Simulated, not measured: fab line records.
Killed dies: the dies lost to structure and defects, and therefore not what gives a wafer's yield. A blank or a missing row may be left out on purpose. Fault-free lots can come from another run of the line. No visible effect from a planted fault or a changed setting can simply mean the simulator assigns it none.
Comparing a struck lot with a sound one    flow gf180mcu    14 steps out of a route of 602
Sound: these wafers, L207.1, L207.3, L207.6. Wafers L204.2, L204.4, L204.6 were the ones struck. The cause is named last.
Each step with rows lists, per side, the tool, then ch with its chambers, then its first start. Under that, the readings that differ: sound wafers    struck wafers    difference of the means    sigmas: that difference in standard deviations of wafers without a fault.
alike: a reading whose means differ by less than 2 such deviations, as well as words and numbers matching on both sides. not compared: withheld readings; readings where some wafer has no value; bounds like >300 that might hide an equal value; numbers whose values overlap and for which the record gives no deviation.
Wherever a step has rows on one side only, a row that says differs or no value, or a row with sigmas, the two part there. Non-overlapping numbers with no deviation appear without sigmas and do not part them. A reading missing from all wafers of one side parts the sides only when that side holds two or more wafers.

first, 1 step without rows for these wafers: GF_VT_IMPLANT_IMPLANT_41.
GF_VT_IMPLANT_STRIP_42: strips in O2/N2.
  sound on plasma-asher-04 ch 0,1, day 13 12:53; struck on plasma-asher-02 ch 0,1, day 12 14:07
reading                      sound           struck          difference  sigmas
drypump-motor-current-A (A)  5.26 5.25 5.69  6.03 6.02 5.96  +0.60       +2
  alike: heater-power-w, oes-product-au, strip-time-to-endpoint-s
  not compared: rf-hours-counter-h
GF_VT_IMPLANT_TW_MEAS_43:
  sound: film-metro-04 at day 13 12:59; struck: film-metro-03 at day 12 14:14
reading          sound        struck       difference  sigmas
VT_IMPLANT_4_TW  683 682 686  705 705 706  +22         +3
then, 1 step without rows for these wafers: GF_VT_IMPLANT_CLEAN_44 (cleans in SC1/SC2, time 150 s).
GF_VT_IMPLANT_RTA_45: time 30 s.
  sound on rtp-anneal-02 ch 0, day 13 13:09; struck on rtp-anneal-02 ch 0, day 12 14:21
  alike: lamp-power-pct, wafer_temp_C_max
GF_VT_IMPLANT_RS_MEAS_46: a four-point-probe measurement.
  sound: film-metro-03 at day 13 13:15; struck: film-metro-01 at day 12 14:27
  alike: MVSD_RS
GF_VT_IMPLANT_RS_MEAS_47: a four-point-probe measurement.
  sound: film-metro-03 at day 13 13:22; struck: film-metro-01 at day 12 14:34
  alike: NWELL_RS
GF_VT_IMPLANT_RS_MEAS_48: a four-point-probe measurement.
  sound: film-metro-03 at day 13 13:29; struck: film-metro-01 at day 12 14:41
  alike: LVPWELL_RS
GF_VT_IMPLANT_RS_MEAS_49: a four-point-probe measurement.
  sound: film-metro-03 at day 13 13:37; struck: film-metro-01 at day 12 14:49
reading            sound                 struck                difference  sigmas
MVPSD_RS (ohm/sq)  1174.8 1175.4 1176.4  1183.9 1181.2 1179.1  +5.9        +2
then, 3 steps without rows for these wafers: GF_VT_IMPLANT_WET_ETCH_50 (etches SiO2 in dHF, target depth 20 nm, time 387.7 s); GF_DUAL_GATE_CLEAN_00 (cleans in SC1/SC2, time 150 s); GF_DUAL_GATE_CLEAN_01 (cleans in dHF, time 20 s).
GF_DUAL_GATE_OXIDATION_02: stabilise 600 s, purge 300 s, target thk 10.887 nm.
  sound on furnace-01 ch 0, day 13 14:10; struck on furnace-02, day 12 15:07
  no value came back on the struck wafers for ox-temp-c (C), ox-temp-c-max, zone-power-lower-pct (%); on the sound wafers ox-temp-c (C) reads 900.4 900.5 900.2
then, 1 step without rows for these wafers: GF_DUAL_GATE_DEHYDRATE_04 (time 60 s).

## WHERE THEY PART
Last at GF_DUAL_GATE_OXIDATION_02 as far as this record goes, first at GF_VT_IMPLANT_STRIP_42.

WHY: whatever the simulator had introduced
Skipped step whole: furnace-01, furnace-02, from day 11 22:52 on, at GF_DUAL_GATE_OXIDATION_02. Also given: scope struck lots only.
